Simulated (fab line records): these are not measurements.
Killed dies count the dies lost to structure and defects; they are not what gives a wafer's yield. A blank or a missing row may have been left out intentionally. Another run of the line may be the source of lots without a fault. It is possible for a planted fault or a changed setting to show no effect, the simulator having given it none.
One fault through the eyes of 2 desks / flow gf180mcu / every desk sees just its own numbers, and what lay behind them comes last

## THE METROLOGY DESK
Lot by lot, what the gauges showed, no matter which tool ran the lot: averages of those sampled wafers that carry a number. A lot is out of limits, marked OUT, if its mean lies more than 4 standard deviations from the usual mean; the brackets give that distance.
Columns: A = V5_W_RS at GF_V5_RS_MEAS_24, usual 0.325 ohm/sq; B = V5_W_THK at GF_V5_THK_MEAS_25, usual 375 nm; C = TOP_METAL_ALCU_RS at GF_TOP_METAL_RS_MEAS_05, usual 0.0329 ohm/sq; D = TOP_METAL_ALCU_THK at GF_TOP_METAL_THK_MEAS_06, usual 895 nm; E = cdNm at GF_TOP_METAL_CD_MEAS_14, usual 439.9 nm; F = TOP_METAL_OVL at GF_TOP_METAL_OVL_MEAS_15, usual 0.4 nm
lot=L151; first seen here=day 27 12:46; A=0.323; B=376; C=0.0328; D=903; E=442.0; F=-1.7
lot=L154; first seen here=day 28 10:41; A=0.324; B=373; C=0.0328; D=884; E=440.7; F=-0.8
lot=L170; first seen here=day 33 00:08; A=0.325; B=373; C=0.0331; D=877; E=441.8; F=-1.4
lot=L171; first seen here=day 33 02:58; A=0.325; B=373; C=0.0333; D=885; E=441.1; F=-0.8
lot=L172; first seen here=day 33 08:17; A=0.323; B=380; C=0.0326; D=902; E=442.4; F=0.8
lot=L173; first seen here=day 33 11:09; A=0.323; B=382; C=0.0330; D=882; E=443.6; F=0.5
Result from this desk: across the 6 lots, nothing is out of limits.

## TOOL OWNER'S DESK, pvdSputter-01
At GF_TOP_METAL_SPUTTER_04 (material TiN, target thk 25 nm, time 20.8 s) the tool's own readings: per lot run on this tool, the mean of the sampled wafers that have a number. A lot is out of limits, marked OUT, if its mean lies more than 4 standard deviations from the usual mean; the brackets give that distance.
Columns: A = throttleValvePct at GF_TOP_METAL_SPUTTER_04, usual 30.5 %
lot=L151; first seen here=day 27 13:26; A=30.5
lot=L170; first seen here=day 33 00:48; A=30.1
lot=L171; first seen here=day 33 03:37; A=30.2
Result from this desk: across the 3 lots, nothing is out of limits.

## TAKEN TOGETHER
From the metrology desk's view, nothing was out of limits.
The tool owner's desk saw nothing out of limits.

## WHAT WAS PUT IN BY THE SIMULATOR
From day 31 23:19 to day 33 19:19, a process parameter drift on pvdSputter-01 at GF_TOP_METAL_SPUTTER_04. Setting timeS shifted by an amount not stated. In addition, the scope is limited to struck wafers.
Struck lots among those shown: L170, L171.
